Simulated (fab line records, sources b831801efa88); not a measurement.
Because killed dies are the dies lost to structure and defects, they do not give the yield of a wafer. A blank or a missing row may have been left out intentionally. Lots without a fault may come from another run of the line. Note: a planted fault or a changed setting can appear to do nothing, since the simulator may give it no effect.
Matching of chambers + flow sky130 + 4 sister chambers for SKY_VIA4_ETCH_12 on rie-diel-03
The step etches SiO2 in C4F8/O2/Ar, stops on TiN, target depth 580 nm. 4 wafers are shown with their chamber, then 10 later ones without.

## WAFERS WITH THEIR CHAMBER
| wafer  | chamber | oes-product-au (a.u.) |
|--------|---------|-----------------------|
| L092.1 | 1       | 0.921                 |
| L092.5 | 2       | 0.928                 |
| L096.1 | 3       | 0.932                 |
| L096.2 | 0       | 0.922                 |

## WAFERS WITHOUT THEIR CHAMBER
| wafer  | oes-product-au (a.u.) |
|--------|-----------------------|
| L096.3 | 0.917                 |
| L096.4 | 0.924                 |
| L096.5 | 0.923                 |
| L096.6 | 0.925                 |
| L097.1 | 0.927                 |
| L097.2 | 0.922                 |
| L097.3 | 0.925                 |
| L097.4 | 0.917                 |
| L097.5 | 0.925                 |
| L097.6 | 0.920                 |

## THE CHAMBER EACH PASSED THROUGH
| wafer  | from the rows above               | in truth |
|--------|-----------------------------------|----------|
| L096.3 | can't be placed: 1 or 0           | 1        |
| L096.4 | can't be placed: 0 or 1 or 2      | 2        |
| L096.5 | can't be placed: 0 or 1 or 2      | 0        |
| L096.6 | can't be placed: 0 or 2 or 1 or 3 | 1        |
| L097.1 | can't be placed: 2 or 0 or 3 or 1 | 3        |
| L097.2 | can't be placed: 0 or 1           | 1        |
| L097.3 | can't be placed: 0 or 2 or 1 or 3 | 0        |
| L097.4 | can't be placed: 1 or 0           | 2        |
| L097.5 | can't be placed: 0 or 2 or 1 or 3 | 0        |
| L097.6 | can't be placed: 1 or 0           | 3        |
0 of 10 placed correctly. Unplaceable from these rows: 10, with the true chamber sitting among the candidates in 8. Wrongly placed: 0.
How it was worked out, from the rows above alone: a wafer's distance from a chamber is the root of the sum, over the readings, of the square of ((its reading less the chamber's mean) divided by the reading's scatter). The wafer belongs to the nearest chamber; if the next one is less than 2 further off, it can't be placed. The mean given for a chamber averages the wafers shown for that chamber. The scatter (one wafer shown for each chamber): square how far every hidden wafer sits from the nearest shown wafer, average those squares and take the square root.
